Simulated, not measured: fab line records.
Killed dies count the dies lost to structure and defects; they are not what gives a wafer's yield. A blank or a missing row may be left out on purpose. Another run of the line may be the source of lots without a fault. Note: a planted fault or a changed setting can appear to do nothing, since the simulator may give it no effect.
A single fault, viewed from 2 desks | flow gf180mcu | each desk holds nothing but its own numbers, with what lay behind them at the end

FROM THE METROLOGY DESK
What the gauges read for every lot (on any tool): the sampled wafers with a number, averaged. If a lot's mean is further than 4 standard deviations from the usual mean, the lot is out of limits and carries the mark OUT (the distance appears in the brackets).
Columns: A = M3_ALCU_THK at GF_M3_THK_MEAS_06, usual 445 nm
lot  | first seen here | A
L855 | day 20 12:09    | 446
L856 | day 21 05:48    | 447
L857 | day 21 09:36    | 444
L859 | day 22 03:17    | 452
L860 | day 22 15:08    | 437
L864 | day 24 05:29    | 448
L868 | day 25 15:31    | 435
L869 | day 26 01:12    | 450
L873 | day 27 03:14    | 440
L874 | day 27 06:57    | 443
L876 | day 27 20:56    | 439
L877 | day 28 03:30    | 444
This desk found nothing out of limits on any of the 12 lots.

THE TOOL OWNER'S DESK: pvd sputter-03
The tool's own readings at GF_M3_SPUTTER_04 (material TiN, target thk 50 nm, time 41.7 s): means of the sampled wafers that have a number, for each lot that ran on this tool. If a lot's mean is further than 4 standard deviations from the usual mean, the lot is out of limits and carries the mark OUT (the distance appears in the brackets).
Columns: A = cathode dc power W at GF_M3_SPUTTER_04, usual 6499.7 W; B = throttle valve pct at GF_M3_SPUTTER_04, usual 30.3 %
lot  | first seen here | A                        | B
L855 | day 20 11:59    | 6499.1                   | 30.5
L856 | day 21 05:38    | 6498.6                   | 30.5
L857 | day 21 09:26    | 6500.4                   | 30.3
L859 | day 22 03:07    | 7699.1 (+99 or more) OUT | 31.0
L860 | day 22 14:59    | 7698.1 (+99 or more) OUT | 29.8
L869 | day 26 01:02    | 6500.0                   | 30.0
L873 | day 27 03:04    | 6499.5                   | 30.6
L874 | day 27 06:47    | 6499.0                   | 29.6
L877 | day 28 03:19    | 6500.6                   | 29.5
This desk finds L859, L860 out of limits, L859 being first, at day 22 03:07 (cathode dc power W at GF_M3_SPUTTER_04). L855, L856, L857, L869, L873, L874, L877: within limits.

ALL TOGETHER
At day 22 03:07, on L859, L860, the tool owner's desk was in a position to raise an alarm.
From the metrology desk's view, nothing was out of limits.
The metrology desk holds a record of L859, L860, inside its limits.
Every lot named ran GF_M3_SPUTTER_04 on pvd sputter-03.

WHAT THE SIMULATOR PUT IN
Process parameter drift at GF_M3_SPUTTER_04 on pvd sputter-03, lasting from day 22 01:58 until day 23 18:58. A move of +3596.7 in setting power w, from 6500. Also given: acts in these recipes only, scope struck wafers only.
Lots struck among those shown: L859, L860.
Delay in hours, fault start to first out-of-limits reading, by desk: the tool owner's desk at 1.
